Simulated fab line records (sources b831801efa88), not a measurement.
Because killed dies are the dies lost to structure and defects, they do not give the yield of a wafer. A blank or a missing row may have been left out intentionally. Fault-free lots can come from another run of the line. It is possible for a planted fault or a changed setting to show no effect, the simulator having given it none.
Split-lot study / flow gf180mcu / 23 wafers read from 5 lots, route of 602 steps

## ON THE SPLIT
At GF_SALICIDE_SPUTTER_03 (material TiN, target thk 20 nm, time 16.7 s), the setting timeS was moved away from the recipe's 16.7 s on 7 of the 23 wafers read, by -12.8% to +10.8%. All remaining wafers had this setting at the recipe value.

## FROM SPLIT TO READING: 1 step shown by the file between the two
- GF_SALICIDE_RS_MEAS_04: measures by four-point-probe

## THE READING
SALICIDE_TIN_THK, in nm, at GF_SALICIDE_THK_MEAS_05 (measures by xrf). On this fab line, fault-free wafers typically give 20.31 nm with a standard deviation of 0.25 nm.

wafer=L074.1; tool, chamber at the split=pvdSputter-01, -; timeS as run, s=16.7; against the recipe=recipe; SALICIDE_TIN_THK, nm=20.44; against lot-mates on the recipe=-
wafer=L074.2; tool, chamber at the split=pvdSputter-01, -; timeS as run, s=16.7; against the recipe=recipe; SALICIDE_TIN_THK, nm=20.64; against lot-mates on the recipe=-
wafer=L074.3; tool, chamber at the split=pvdSputter-01, -; timeS as run, s=16.7; against the recipe=recipe; SALICIDE_TIN_THK, nm=20.50; against lot-mates on the recipe=-
wafer=L074.4; tool, chamber at the split=pvdSputter-01, -; timeS as run, s=16.7; against the recipe=recipe; SALICIDE_TIN_THK, nm=20.46; against lot-mates on the recipe=-
wafer=L074.5; tool, chamber at the split=pvdSputter-01, -; timeS as run, s=16.7; against the recipe=recipe; SALICIDE_TIN_THK, nm=20.44; against lot-mates on the recipe=-
wafer=L075.2; tool, chamber at the split=pvdSputter-04, -; timeS as run, s=16.7; against the recipe=recipe; SALICIDE_TIN_THK, nm=19.97; against lot-mates on the recipe=-
wafer=L075.3; tool, chamber at the split=pvdSputter-04, -; timeS as run, s=16.7; against the recipe=recipe; SALICIDE_TIN_THK, nm=19.93; against lot-mates on the recipe=-
wafer=L075.4; tool, chamber at the split=pvdSputter-04, -; timeS as run, s=17.75; against the recipe=+6.3%; SALICIDE_TIN_THK, nm=21.10; against lot-mates on the recipe=+1.15
wafer=L075.5; tool, chamber at the split=pvdSputter-04, -; timeS as run, s=17.75; against the recipe=+6.3%; SALICIDE_TIN_THK, nm=21.17; against lot-mates on the recipe=+1.22
wafer=L075.6; tool, chamber at the split=pvdSputter-04, -; timeS as run, s=17.75; against the recipe=+6.3%; SALICIDE_TIN_THK, nm=21.21; against lot-mates on the recipe=+1.26
wafer=L082.1; tool, chamber at the split=pvdSputter-04, -; timeS as run, s=16.7; against the recipe=recipe; SALICIDE_TIN_THK, nm=20.34; against lot-mates on the recipe=-
wafer=L082.2; tool, chamber at the split=pvdSputter-04, -; timeS as run, s=16.7; against the recipe=recipe; SALICIDE_TIN_THK, nm=20.11; against lot-mates on the recipe=-
wafer=L082.3; tool, chamber at the split=pvdSputter-04, -; timeS as run, s=18.51; against the recipe=+10.8%; SALICIDE_TIN_THK, nm=22.33; against lot-mates on the recipe=+2.15
wafer=L082.4; tool, chamber at the split=pvdSputter-04, -; timeS as run, s=16.7; against the recipe=recipe; SALICIDE_TIN_THK, nm=20.10; against lot-mates on the recipe=-
wafer=L082.5; tool, chamber at the split=pvdSputter-04, -; timeS as run, s=18.51; against the recipe=+10.8%; SALICIDE_TIN_THK, nm=22.43; against lot-mates on the recipe=+2.25
wafer=L084.1; tool, chamber at the split=pvdSputter-01, -; timeS as run, s=16.7; against the recipe=recipe; SALICIDE_TIN_THK, nm=20.69; against lot-mates on the recipe=-
wafer=L084.2; tool, chamber at the split=pvdSputter-01, -; timeS as run, s=16.7; against the recipe=recipe; SALICIDE_TIN_THK, nm=20.76; against lot-mates on the recipe=-
wafer=L084.4; tool, chamber at the split=pvdSputter-01, -; timeS as run, s=16.7; against the recipe=recipe; SALICIDE_TIN_THK, nm=20.68; against lot-mates on the recipe=-
wafer=L084.5; tool, chamber at the split=pvdSputter-01, -; timeS as run, s=14.57; against the recipe=-12.8%; SALICIDE_TIN_THK, nm=18.19; against lot-mates on the recipe=-2.52
wafer=L084.6; tool, chamber at the split=pvdSputter-01, -; timeS as run, s=14.57; against the recipe=-12.8%; SALICIDE_TIN_THK, nm=18.01; against lot-mates on the recipe=-2.70
wafer=L085.1; tool, chamber at the split=pvdSputter-04, -; timeS as run, s=16.7; against the recipe=recipe; SALICIDE_TIN_THK, nm=20.56; against lot-mates on the recipe=-
wafer=L085.3; tool, chamber at the split=pvdSputter-04, -; timeS as run, s=16.7; against the recipe=recipe; SALICIDE_TIN_THK, nm=20.34; against lot-mates on the recipe=-
wafer=L085.5; tool, chamber at the split=pvdSputter-04, -; timeS as run, s=16.7; against the recipe=recipe; SALICIDE_TIN_THK, nm=20.33; against lot-mates on the recipe=-

THE FIT
A straight line over all 23 wafers: SALICIDE_TIN_THK changes by +0.172 nm for each +1% of timeS; r = +0.97; the points scatter about the line by 0.25 nm.
The same after taking each lot's own level away (the mean of its wafers on the recipe; 23 wafers): +0.202 nm for each +1%; r = +1.00; scatter 0.082 nm.
That fit puts the effect of the largest move of timeS on the reading at 2.6 nm.
From 19.950 to 20.710 nm: that is the span of the lots' own levels, equal to 3.0 times the standard deviation above.
In other words, the slope is changed by the lot-to-lot level; the two fits disagree.
Check: with one of the wafers moved furthest among these (-12.8%) left out of the fit, the line predicts -2.62 nm for it against its lot-mates. Against them it came out at -2.52 nm.

## THE OTHER SPLITS THESE WAFERS WENT THROUGH
Before the reading, these wafers also passed through other splits. Each is held against what the fit with the lots' levels taken away leaves over:
other split on the same wafers=GF_POLY_GATE_PEB_08 pebTempC; wafers away from the commonest value=8; r with SALICIDE_TIN_THK (lot level and that fit taken away)=-0.09
other split on the same wafers=GF_POLY_GATE_ETCH_12 ionEnergyEv; wafers away from the commonest value=8; r with SALICIDE_TIN_THK (lot level and that fit taken away)=+0.15
other split on the same wafers=GF_HV_LDD_DEVELOP_30 devTempC; wafers away from the commonest value=11; r with SALICIDE_TIN_THK (lot level and that fit taken away)=-0.10
other split on the same wafers=GF_HV_LDD_COAT_41 spinRpm; wafers away from the commonest value=4; r with SALICIDE_TIN_THK (lot level and that fit taken away)=+0.24
other split on the same wafers=GF_NSD_DEVELOP_06 developTimeS; wafers away from the commonest value=7; r with SALICIDE_TIN_THK (lot level and that fit taken away)=+0.11
other split on the same wafers=GF_PSD_COAT_02 resistThkNm; wafers away from the commonest value=9; r with SALICIDE_TIN_THK (lot level and that fit taken away)=-0.09
other split on the same wafers=GF_PSD_IMPLANT_09 energyKev; wafers away from the commonest value=11; r with SALICIDE_TIN_THK (lot level and that fit taken away)=+0.25

## THE WHOLE CHAIN: every reading that the file lists as answering this split, in the file's order
step=GF_SALICIDE_SPUTTER_03; what it does=material TiN, target thk 20 nm, time 16.7 s; reading=TiN_of_SALICIDE_SPUTTER_03.thkNm (the simulator's own value, which no gauge read); change (the file's fit)=+0.204 nm for each +1% of the setting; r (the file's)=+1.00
step=GF_SALICIDE_RS_MEAS_04; what it does=measures by four-point-probe; reading=SALICIDE_TIN_RS; change (the file's fit)=-0.0625 for each +1% of the setting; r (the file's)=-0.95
step=GF_SALICIDE_THK_MEAS_05; what it does=measures by xrf; reading=SALICIDE_TIN_THK; change (the file's fit)=+0.202 for each +1% of the setting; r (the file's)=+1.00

## FILE'S OWN FIT
SALICIDE_TIN_THK changes by +0.202 nm for each +1% of timeS, r = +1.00.
